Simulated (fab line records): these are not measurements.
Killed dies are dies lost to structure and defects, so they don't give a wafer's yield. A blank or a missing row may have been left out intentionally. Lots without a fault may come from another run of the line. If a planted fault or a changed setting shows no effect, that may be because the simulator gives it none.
fab line records -- flow sfq_line
[record] lots = 14, wafers = 42, last_day = 88
route steps=325 shown INCOMING@1 L0@3 I0@54 M4@150
lots with no fault: from the same line, run without faults
start_h: hours from the record's first day to the start of the lot's first wafer shown -- wait_h: time in hours since the lot's previous step -- " as in the row above -- L1.1+2: one row covering several wafers at once -- - no value, or no start given -- * or withheld: withheld -- < > ~ a bound
route shown NAME@n: a module of which the file shows steps, and the number in the route of the first -- usual: average and standard deviation across the fault-free wafers -- same: alike in all rows -- chamber/n: place in a boat -- sites: readings site by site -- _std_site: standard deviation of those values -- _edge_site: inner sites' mean taken away from outer sites' mean -- radius_mm: for every site, how far away it sits from the centre of the wafer -- mask NAME#n: copy n -- behind: the most recent tool/chamber to have shaped the wafer -- hold: what put the lot on hold/how long, in hours/how the hold closed -- device: the transistor (n, p or np) that didn't switch -- end of line: the tests these same wafers got at the end of their route -- a step given without rows: its recipe and nothing more -- killed: dies lost to structure and defects at the first sort, not the wafer's yield -- map: per-die view of a wafer (x killed, . not killed, _ where there is no die)
set.NAME: setting as actually run; set.NAME@STEP: the setting as run at that earlier step -- model.NAME: the simulator's own value behind a step, which no gauge read
a sample of lots followed through the steps of the route, with each step as a table and each wafer as a row
services: a tool's chamber out of use, with start hour (start_h, from the record's first day; less than 0 if before it), hours out, and reason
[[steps]]
[step SFQ_INCOMING_BOW_MEAS_900]
[recipe] mode = bow
[usual] INCOMING_BOW = 1/5.7
lot.wafer,tool,chamber,start_h,wait_h,INCOMING_BOW[um]
L739.1,film_metro-02,-,10.00,-,-8
L739.4,film_metro-02,-,10.00,-,2
L739.5,film_metro-02,-,10.00,-,1
L740.1,film_metro-03,-,15.00,-,8
L740.3,film_metro-03,-,15.00,-,3
L740.5,film_metro-03,-,15.00,-,4
L741.3,film_metro-02,-,20.04,-,-1
L741.5,film_metro-02,-,20.04,-,0
L741.6,film_metro-02,-,20.04,-,-5
L742.3,film_metro-02,-,25.04,-,1
L742.4,film_metro-02,-,25.04,-,5
L742.6,film_metro-02,-,25.04,-,7
L743.1,film_metro-03,-,30.00,-,-3
L743.2,film_metro-03,-,30.00,-,8
L743.3,film_metro-03,-,30.00,-,-10
L744.2,film_metro-01,-,35.02,-,-7
L744.3,film_metro-01,-,35.02,-,4
L744.5,film_metro-01,-,35.02,-,13
L745.1,film_metro-02,-,40.00,-,2
L745.3,film_metro-02,-,40.00,-,-8
L745.5,film_metro-02,-,40.00,-,-8
L751.4,film_metro-01,-,70.06,-,-2
L751.5,film_metro-01,-,70.06,-,3
L751.6,film_metro-01,-,70.06,-,9
L753.3,film_metro-03,-,80.04,-,-7
L753.5,film_metro-03,-,80.04,-,2
L753.6,film_metro-03,-,80.04,-,7
L754.1,film_metro-03,-,85.00,-,9
L754.2,film_metro-03,-,85.00,-,-14
L754.4,film_metro-03,-,85.00,-,-5
L756.1,film_metro-01,-,95.00,-,8
L756.2,film_metro-01,-,95.00,-,3
L756.4,film_metro-01,-,95.00,-,-7
L758.3,film_metro-01,-,105.04,-,4
L758.5,film_metro-01,-,105.04,-,-4
L758.6,film_metro-01,-,105.04,-,-1
L761.1,film_metro-02,-,120.00,-,8
L761.2,film_metro-02,-,120.00,-,-11
L761.4,film_metro-02,-,120.00,-,2
L762.1,film_metro-01,-,125.00,-,-1
L762.2,film_metro-01,-,125.00,-,10
L762.5,film_metro-01,-,125.00,-,-5
[step SFQ_TRILAYER_L0_DEP_SPUTTER_003]
[recipe] material = MoNx_KI, base_pressure_pa = 1.33e-06, target_thk_nm = 40, power_w = 800, time_s = 100, chamber_pressure_pa = 0.4
[usual] cathode_dc_power_W = 799.99/0.15, throttle_valve_pct = 29.5/0.86
lot.wafer,tool,chamber,start_h,wait_h,cathode_dc_power_W,throttle_valve_pct
L739.1,pvd_sputter-05,-,12.49,0.0,799.89,30.5
L739.4,pvd_sputter-05,-,12.49,0.0,799.93,30.1
L739.5,pvd_sputter-05,-,12.49,0.0,800.00,28.4
L740.1,pvd_sputter-03,-,17.49,0.0,800.16,30.2
L740.3,pvd_sputter-03,-,17.49,0.0,799.89,29.4
L740.5,pvd_sputter-03,-,17.49,0.0,800.14,29.5
L741.3,pvd_sputter-03,-,22.49,0.0,800.07,29.2
L741.5,pvd_sputter-03,-,22.49,0.0,799.75,30.5
L741.6,pvd_sputter-03,-,22.49,0.0,799.97,29.3
L742.3,pvd_sputter-03,-,27.49,0.0,799.56,29.0
L742.4,pvd_sputter-03,-,27.49,0.0,799.92,29.9
L742.6,pvd_sputter-03,-,27.49,0.0,799.91,30.0
L743.1,pvd_sputter-03,-,32.49,0.0,799.84,29.2
L743.2,pvd_sputter-03,-,32.49,0.0,800.03,28.9
L743.3,pvd_sputter-03,-,32.49,0.0,799.73,30.0
L744.2,pvd_sputter-03,-,37.49,0.0,799.83,29.6
L744.3,pvd_sputter-03,-,37.49,0.0,800.12,29.2
L744.5,pvd_sputter-03,-,37.49,0.0,799.73,30.0
L745.1,pvd_sputter-04,-,42.49,0.0,799.90,27.5
L745.3,pvd_sputter-04,-,42.49,0.0,799.92,29.8
L745.5,pvd_sputter-04,-,42.49,0.0,799.81,30.9
L751.4,pvd_sputter-04,-,72.49,0.0,800.22,29.5
L751.5,pvd_sputter-04,-,72.49,0.0,800.00,29.4
L751.6,pvd_sputter-04,-,72.49,0.0,799.84,27.4
L753.3,pvd_sputter-04,-,82.49,0.0,800.00,27.2
L753.5,pvd_sputter-04,-,82.49,0.0,799.96,27.6
L753.6,pvd_sputter-04,-,82.49,0.0,800.06,29.3
L754.1,pvd_sputter-05,-,87.49,0.0,799.77,28.5
L754.2,pvd_sputter-05,-,87.49,0.0,800.05,30.0
L754.4,pvd_sputter-05,-,87.49,0.0,799.96,30.7
L756.1,pvd_sputter-05,-,97.49,0.0,799.91,29.2
L756.2,pvd_sputter-05,-,97.49,0.0,799.83,29.8
L756.4,pvd_sputter-05,-,97.49,0.0,800.04,28.5
L758.3,pvd_sputter-03,-,107.49,0.0,800.23,30.2
L758.5,pvd_sputter-03,-,107.49,0.0,800.07,30.4
L758.6,pvd_sputter-03,-,107.49,0.0,799.95,29.1
L761.1,pvd_sputter-03,-,122.49,0.0,799.92,29.5
L761.2,pvd_sputter-03,-,122.49,0.0,799.98,30.0
L761.4,pvd_sputter-03,-,122.49,0.0,800.01,30.4
L762.1,pvd_sputter-05,-,127.49,0.0,799.83,30.4
L762.2,pvd_sputter-05,-,127.49,0.0,800.05,29.4
L762.5,pvd_sputter-05,-,127.49,0.0,799.75,30.5
[step SFQ_L0_RS_MEAS_901]
[recipe] thk_meas_gauge = four-point-probe, reads = MoNx_KI_of_TRILAYER_L0_DEP_SPUTTER_003
[usual] L0_MONX_KI_RS = 43.3/0.46
lot.wafer,tool,chamber,start_h,wait_h,hold,L0_MONX_KI_RS[ohm/sq]
L739.1,film_metro-02,-,12.56,0.0,-,44.0
L739.4,film_metro-02,-,12.56,0.0,-,43.3
L739.5,film_metro-02,-,12.56,0.0,-,43.9
L740.1,film_metro-02,-,17.56,0.0,-,43.5
L740.3,film_metro-02,-,17.56,0.0,-,43.5
L740.5,film_metro-02,-,17.56,0.0,-,43.5
L741.3,film_metro-03,-,22.60,0.1,-,43.1
L741.5,film_metro-03,-,22.60,0.1,-,43.3
L741.6,film_metro-03,-,22.60,0.1,-,43.8
L742.3,film_metro-04,-,27.60,0.1,-,43.0
L742.4,film_metro-04,-,27.60,0.1,-,43.1
L742.6,film_metro-04,-,27.60,0.1,-,42.9
L743.1,film_metro-02,-,32.56,0.0,-,44.1
L743.2,film_metro-02,-,32.56,0.0,-,43.5
L743.3,film_metro-02,-,32.56,0.0,-,43.7
L744.2,film_metro-03,-,37.58,0.1,-,42.2
L744.3,film_metro-03,-,37.58,0.1,-,42.9
L744.5,film_metro-03,-,37.58,0.1,-,42.4
L745.1,film_metro-04,-,42.56,0.0,-,43.0
L745.3,film_metro-04,-,42.56,0.0,-,43.4
L745.5,film_metro-04,-,42.56,0.0,-,43.0
L751.4,film_metro-03,-,72.62,0.1,await_dispo/0.2h/release,136.3
L751.5,film_metro-03,-,72.62,0.1,await_dispo/0.2h/release,131.2
L751.6,film_metro-03,-,72.62,0.1,await_dispo/0.2h/release,132.9
L751.4,film_metro-03,-,72.91,0.3,-,136.3
L751.5,film_metro-03,-,72.91,0.3,-,131.3
L751.6,film_metro-03,-,72.91,0.3,-,132.9
L753.3,film_metro-03,-,82.69,0.2,await_dispo/0.2h/release,43.2
L753.5,film_metro-03,-,82.69,0.2,await_dispo/0.2h/release,129.3
L753.6,film_metro-03,-,82.69,0.2,await_dispo/0.2h/release,128.0
L753.3,film_metro-03,-,82.98,0.3,-,43.2
L753.5,film_metro-03,-,82.98,0.3,-,129.3
L753.6,film_metro-03,-,82.98,0.3,-,127.8
L754.1,film_metro-03,-,87.56,0.0,-,43.7
L754.2,film_metro-03,-,87.56,0.0,-,43.6
L754.4,film_metro-03,-,87.56,0.0,-,44.3
L756.1,film_metro-04,-,97.56,0.0,-,42.7
L756.2,film_metro-04,-,97.56,0.0,-,42.9
L756.4,film_metro-04,-,97.56,0.0,-,43.4
L758.3,film_metro-04,-,107.60,0.1,-,43.6
L758.5,film_metro-04,-,107.60,0.1,-,43.8
L758.6,film_metro-04,-,107.60,0.1,-,42.6
L761.1,film_metro-03,-,122.56,0.0,-,43.4
L761.2,film_metro-03,-,122.56,0.0,-,43.2
L761.4,film_metro-03,-,122.56,0.0,-,43.7
L762.1,film_metro-04,-,127.56,0.0,-,44.0
L762.2,film_metro-04,-,127.56,0.0,-,43.6
L762.5,film_metro-04,-,127.56,0.0,-,43.9
[step SFQ_L0_THK_MEAS_902]
[recipe] thk_meas_gauge = xrf, reads = MoNx_KI_of_TRILAYER_L0_DEP_SPUTTER_003
[usual] L0_MONX_KI_THK = 40.4/0.48
lot.wafer,tool,chamber,start_h,wait_h,hold,L0_MONX_KI_THK[nm]
L739.1,film_metro-02,-,12.68,0.1,-,39.8
L739.4,film_metro-02,-,12.68,0.1,-,40.4
L739.5,film_metro-02,-,12.68,0.1,-,39.8
L740.1,film_metro-02,-,17.68,0.1,-,40.1
L740.3,film_metro-02,-,17.68,0.1,-,40.0
L740.5,film_metro-02,-,17.68,0.1,-,40.2
L741.3,film_metro-03,-,22.70,0.1,-,40.4
L741.5,film_metro-03,-,22.70,0.1,-,40.3
L741.6,film_metro-03,-,22.70,0.1,-,39.8
L742.3,film_metro-04,-,27.70,0.1,-,40.7
L742.4,film_metro-04,-,27.70,0.1,-,40.7
L742.6,film_metro-04,-,27.70,0.1,-,41.0
L743.1,film_metro-02,-,32.68,0.1,-,39.2
L743.2,film_metro-02,-,32.68,0.1,-,40.0
L743.3,film_metro-02,-,32.68,0.1,-,39.8
L744.2,film_metro-03,-,37.69,0.1,-,41.5
L744.3,film_metro-03,-,37.69,0.1,-,40.8
L744.5,film_metro-03,-,37.69,0.1,-,41.1
L745.1,film_metro-04,-,42.68,0.1,-,40.8
L745.3,film_metro-04,-,42.68,0.1,-,40.7
L745.5,film_metro-04,-,42.68,0.1,-,40.8
L751.4,film_metro-03,-,79.01,6.1,await_dispo/0.2h/release,12.9
L751.5,film_metro-03,-,79.01,6.1,await_dispo/0.2h/release,13.3
L751.6,film_metro-03,-,79.01,6.1,await_dispo/0.2h/release,13.2
L751.4,film_metro-03,-,79.23,0.2,-,12.9
L751.5,film_metro-03,-,79.23,0.2,-,13.3
L751.6,film_metro-03,-,79.23,0.2,-,13.1
L753.3,film_metro-03,-,85.23,2.2,await_dispo/0.2h/release,40.7
L753.5,film_metro-03,-,85.23,2.2,await_dispo/0.2h/release,13.5
L753.6,film_metro-03,-,85.23,2.2,await_dispo/0.2h/release,13.6
L753.3,film_metro-03,-,85.45,0.2,-,40.6
L753.5,film_metro-03,-,85.45,0.2,-,13.5
L753.6,film_metro-03,-,85.45,0.2,-,13.6
L754.1,film_metro-03,-,87.68,0.1,-,39.7
L754.2,film_metro-03,-,87.68,0.1,-,40.1
L754.4,film_metro-03,-,87.68,0.1,-,39.3
L756.1,film_metro-04,-,97.68,0.1,-,41.3
L756.2,film_metro-04,-,97.68,0.1,-,40.5
L756.4,film_metro-04,-,97.68,0.1,-,40.3
L758.3,film_metro-04,-,107.70,0.1,-,40.3
L758.5,film_metro-04,-,107.70,0.1,-,40.0
L758.6,film_metro-04,-,107.70,0.1,-,40.9
L761.1,film_metro-03,-,122.68,0.1,-,40.3
L761.2,film_metro-03,-,122.68,0.1,-,40.5
L761.4,film_metro-03,-,122.68,0.1,-,39.8
L762.1,film_metro-04,-,127.68,0.1,-,40.0
L762.2,film_metro-04,-,127.68,0.1,-,40.4
L762.5,film_metro-04,-,127.68,0.1,-,40.1
[step SFQ_TRILAYER_L0_ETCH_METAL_ETCH_008]
[recipe] target = MoNx_KI, stop_on = SiO2, mask_material = PR, chemistry = SF6/O2, target_depth_nm = 50, icp_w = 600, bias_w = 80, pressure_mtorr = 10, time_s = 25
[usual] drypump_motor_current_A = 5.90/0.29, oes_product_au = 0.875/0.0073
lot.wafer,tool,chamber,start_h,wait_h,drypump_motor_current_A,oes_product_au,rf_hours_counter_h
L739.1,rie_metal-01,1,81.57,0.0,5.59,0.866,24
L739.4,rie_metal-01,1,81.57,0.0,5.60,0.874,-
L739.5,rie_metal-01,0,81.57,0.0,5.59,0.870,-
L740.1,rie_metal-01,1,89.97,0.0,5.62,0.884,26
L740.3,rie_metal-01,0,89.97,0.0,5.58,0.870,-
L740.5,rie_metal-01,1,89.97,0.0,5.61,0.872,-
L741.3,rie_metal-01,1,95.99,0.0,5.60,0.871,-
L741.5,rie_metal-01,0,95.99,0.0,5.59,0.877,-
L741.6,rie_metal-01,1,95.99,0.0,5.60,0.873,-
L742.3,rie_metal-04,1,102.01,0.0,5.92,0.879,-
L742.4,rie_metal-04,0,102.01,0.0,5.81,0.870,-
L742.6,rie_metal-04,1,102.01,0.0,5.93,0.866,-
L743.1,rie_metal-01,0,107.47,0.0,5.57,0.870,109
L743.2,rie_metal-01,1,107.47,0.0,5.62,0.870,30
L743.3,rie_metal-01,0,107.47,0.0,5.57,0.874,-
L744.2,rie_metal-04,1,112.27,0.0,5.93,0.900,22
L744.3,rie_metal-04,1,112.27,0.0,5.93,0.877,-
L744.5,rie_metal-04,1,112.27,0.0,5.94,0.881,-
L745.1,rie_metal-04,1,118.27,0.0,5.94,0.881,23
L745.3,rie_metal-04,1,118.27,0.0,5.94,0.880,-
L745.5,rie_metal-04,1,118.27,0.0,5.94,0.876,-
L751.4,rie_metal-03,1,145.73,0.0,6.02,0.536,-
L751.5,rie_metal-03,1,145.73,0.0,6.03,0.543,-
L751.6,rie_metal-03,0,145.73,0.0,6.48,0.539,-
L753.3,rie_metal-03,0,157.73,0.0,6.39,0.877,-
L753.5,rie_metal-03,1,157.73,0.0,6.01,0.540,-
L753.6,rie_metal-03,0,157.73,0.0,6.37,0.545,-
L754.1,rie_metal-01,0,164.71,0.0,5.57,0.878,117
L754.2,rie_metal-01,1,164.71,0.0,5.62,0.874,38
L754.4,rie_metal-01,1,164.71,0.0,5.61,0.867,-
L756.1,rie_metal-03,1,176.71,0.0,6.02,0.877,23
L756.2,rie_metal-03,0,176.71,0.0,6.45,0.872,99
L756.4,rie_metal-03,1,176.71,0.0,6.01,0.867,-
L758.3,rie_metal-04,1,193.44,0.0,5.93,0.867,-
L758.5,rie_metal-04,0,193.44,0.0,5.77,0.871,-
L758.6,rie_metal-04,1,193.44,0.0,5.93,0.888,-
L761.1,rie_metal-01,0,219.74,0.0,5.59,0.865,126
L761.2,rie_metal-01,1,219.74,0.0,5.61,0.874,47
L761.4,rie_metal-01,0,219.74,0.0,5.59,0.877,-
L762.1,rie_metal-04,0,226.94,0.0,5.80,0.866,55
L762.2,rie_metal-04,1,226.94,0.0,5.94,0.870,42
L762.5,rie_metal-04,0,226.94,0.0,5.81,0.865,-
[step SFQ_TRILAYER_I0_VIA_BARC_OPEN_VIA_ETCH_046]
[recipe] mask_material = PR, chemistry = O2, target_depth_nm = 125, target = BARC, source_w = 500, bias_w = 80, pressure_mtorr = 30, time_s = 41.7
[usual] drypump_motor_current_A = 5.8/0.44, oes_product_au = 0.685/0.0044
lot.wafer,tool,chamber,start_h,wait_h,drypump_motor_current_A,oes_product_au,rf_hours_counter_h
L739.1,rie_diel-02,1,391.78,0.0,5.2,0.685,79
L739.4,rie_diel-02,3,391.78,0.0,5.7,0.689,-
L739.5,rie_diel-02,0,391.78,0.0,5.8,0.690,-
L740.1,rie_diel-02,3,400.18,0.0,5.7,0.686,11
L740.3,rie_diel-02,1,400.18,0.0,5.2,0.677,79
L740.5,rie_diel-02,0,400.18,0.0,5.8,0.689,-
L741.3,rie_diel-03,1,414.74,0.0,6.5,0.680,11
L741.5,rie_diel-03,0,414.74,0.0,6.3,0.685,-
L741.6,rie_diel-03,3,414.74,0.0,5.9,0.688,-
L742.3,rie_diel-03,3,432.35,0.0,5.9,0.681,17
L742.4,rie_diel-03,2,432.35,0.0,5.3,0.685,57
L742.6,rie_diel-03,3,432.35,0.0,5.9,0.679,-
L743.1,rie_diel-03,3,445.67,0.0,5.9,0.683,17
L743.2,rie_diel-03,1,445.67,0.0,6.6,0.679,12
L743.3,rie_diel-03,0,445.67,0.0,6.3,0.680,3
L744.2,rie_diel-03,3,452.61,0.0,5.9,0.685,17
L744.3,rie_diel-03,2,452.61,0.0,5.3,0.678,58
L744.5,rie_diel-03,0,452.61,0.0,6.3,0.686,-
L745.1,rie_diel-02,1,462.21,0.0,5.2,0.687,80
L745.3,rie_diel-02,3,462.21,0.0,5.7,0.680,12
L745.5,rie_diel-02,3,462.21,0.0,5.7,0.693,-
L751.4,rie_diel-04,2,526.21,0.0,5.5,0.689,32
L751.5,rie_diel-04,2,526.21,0.0,5.5,0.688,-
L751.6,rie_diel-04,1,526.21,0.0,5.3,0.685,-
L753.3,rie_diel-02,0,546.61,0.0,5.8,0.689,11
L753.5,rie_diel-02,3,546.61,0.0,5.7,0.685,-
L753.6,rie_diel-02,0,546.61,0.0,5.9,0.684,-
L754.1,rie_diel-02,0,556.21,0.0,5.9,0.683,11
L754.2,rie_diel-02,2,556.21,0.0,5.3,0.685,2
L754.4,rie_diel-02,1,556.21,0.0,5.2,0.687,-
L756.1,rie_diel-02,3,575.54,0.0,5.7,0.690,13
L756.2,rie_diel-02,0,575.54,0.0,5.9,0.684,11
L756.4,rie_diel-02,2,575.54,0.0,5.3,0.681,2
L758.3,rie_diel-02,0,596.41,0.0,5.9,0.694,12
L758.5,rie_diel-02,3,596.41,0.0,5.7,0.685,-
L758.6,rie_diel-02,2,596.41,0.0,5.3,0.698,-
L761.1,rie_diel-03,3,624.01,0.0,5.9,0.681,19
L761.2,rie_diel-03,2,624.01,0.0,5.3,0.683,60
L761.4,rie_diel-03,1,624.01,0.0,6.6,0.684,14
L762.1,rie_diel-03,2,630.54,0.0,5.3,0.690,60
L762.2,rie_diel-03,1,630.54,0.0,6.5,0.682,14
L762.5,rie_diel-03,1,630.54,0.0,6.6,0.686,-
[step SFQ_M4_RS_MEAS_924]
[recipe] thk_meas_gauge = four-point-probe, reads = Nb_of_TRILAYER_M4_DEP_SPUTTER_091
[usual] M4_NB_RS = 0.893/0.0084
lot.wafer,tool,chamber,start_h,wait_h,M4_NB_RS[ohm/sq]
L739.1,film_metro-03,-,1010.72,0.0,0.908
L739.4,film_metro-03,-,1010.72,0.0,0.897
L739.5,film_metro-03,-,1010.72,0.0,0.902
L740.1,film_metro-01,-,1070.72,0.0,0.883
L740.3,film_metro-01,-,1070.72,0.0,0.892
L740.5,film_metro-01,-,1070.72,0.0,0.878
L741.3,film_metro-01,-,1074.36,0.1,0.889
L741.5,film_metro-01,-,1074.36,0.1,0.899
L741.6,film_metro-01,-,1074.36,0.1,0.883
L742.3,film_metro-03,-,1075.76,0.1,0.892
L742.4,film_metro-03,-,1075.76,0.1,0.883
L742.6,film_metro-03,-,1075.76,0.1,0.883
L743.1,film_metro-04,-,1085.39,0.0,0.897
L743.2,film_metro-04,-,1085.39,0.0,0.898
L743.3,film_metro-04,-,1085.39,0.0,0.895
L744.2,film_metro-03,-,1186.21,0.1,0.891
L744.3,film_metro-03,-,1186.21,0.1,0.905
L744.5,film_metro-03,-,1186.21,0.1,0.902
L745.1,film_metro-03,-,1188.59,0.0,0.881
L745.3,film_metro-03,-,1188.59,0.0,0.884
L745.5,film_metro-03,-,1188.59,0.0,0.887
L751.4,film_metro-01,-,1209.05,0.1,0.880
L751.5,film_metro-01,-,1209.05,0.1,0.891
L751.6,film_metro-01,-,1209.05,0.1,0.889
L753.3,film_metro-04,-,1213.85,0.1,0.872
L753.5,film_metro-04,-,1213.85,0.1,0.887
L753.6,film_metro-04,-,1213.85,0.1,0.881
L754.1,film_metro-01,-,1219.79,0.0,0.888
L754.2,film_metro-01,-,1219.79,0.0,0.891
L754.4,film_metro-01,-,1219.79,0.0,0.891
L756.1,film_metro-03,-,1225.79,0.0,0.903
L756.2,film_metro-03,-,1225.79,0.0,0.900
L756.4,film_metro-03,-,1225.79,0.0,0.909
L758.3,film_metro-01,-,1380.00,0.1,0.897
L758.5,film_metro-01,-,1380.00,0.1,0.899
L758.6,film_metro-01,-,1380.00,0.1,0.895
L761.1,film_metro-03,-,1402.73,0.0,0.879
L761.2,film_metro-03,-,1402.73,0.0,0.884
L761.4,film_metro-03,-,1402.73,0.0,0.884
L762.1,film_metro-04,-,1409.31,0.0,0.901
L762.2,film_metro-04,-,1409.31,0.0,0.904
L762.5,film_metro-04,-,1409.31,0.0,0.898
[[services]]
tool,chamber,start_h,hours,kind
rie_diel-03,-,-11.40,0.4,repair
rie_diel-02,-,27.72,2.8,pm
rie_diel-02,0,41.21,10.3,repair
pvd_sputter-03,-,48.47,1.9,repair
pvd_sputter-03,-,80.41,4.5,repair
rie_diel-03,0,188.74,10.0,repair
rie_diel-03,-,190.31,0.8,repair
pvd_sputter-03,-,225.84,14.9,repair
rie_metal-01,-,247.88,2.8,pm
rie_diel-02,0,250.59,21.5,repair
pvd_sputter-03,-,274.14,6.7,repair
rie_diel-02,3,277.68,8.8,repair
rie_diel-02,2,307.49,5.1,repair
pvd_sputter-03,-,353.99,2.4,repair
rie_diel-02,-,381.29,10.0,pm
rie_diel-02,0,400.73,5.0,repair
rie_diel-02,3,428.80,3.4,repair
rie_diel-02,-,431.73,15.6,pm
rie_diel-02,2,447.96,4.4,repair
rie_diel-02,2,489.12,4.0,repair
rie_diel-02,1,489.66,23.3,repair
rie_diel-02,3,555.89,16.7,repair
pvd_sputter-03,-,572.28,1.9,repair
pvd_sputter-03,-,601.08,5.0,repair
[[key]]
[first_sign] step = SFQ_L0_RS_MEAS_901, reading = visit, direction = added
[effect] step = SFQ_L0_RS_MEAS_901, reading = L0_MONX_KI_RS, direction = up, sigmas = 99+, usual = 43.3, struck = 131.5
[effect] step = SFQ_L0_THK_MEAS_902, reading = visit, direction = added
[effect] step = SFQ_L0_THK_MEAS_902, reading = L0_MONX_KI_THK, direction = down, sigmas = 57, usual = 40.4, struck = 13.3
[effect] step = SFQ_TRILAYER_L0_ETCH_METAL_ETCH_008, reading = oes_product_au, direction = down, sigmas = 46, usual = 0.875, struck = 0.541
met_at SFQ_TRILAYER_L0_DEP_SPUTTER_003
struck_lots L751,L753
struck_wafers L751.4,L751.5,L751.6,L753.5,L753.6
not_acting_at SFQ_INCOMING_BOW_MEAS_900,SFQ_TRILAYER_I0_VIA_BARC_OPEN_VIA_ETCH_046,SFQ_M4_RS_MEAS_924
onset_between 42.49 72.49
[fault] kind = process_parameter_drift, tool = pvd_sputter-04, chamber = -, onset_h = 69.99, steps = SFQ_TRILAYER_L0_DEP_SPUTTER_003, channel = target_thk_nm, offset = -26.584, shape = step, end_h = 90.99, scope = struck_wafers_only, acts_in = these_recipes_only, stated = 40
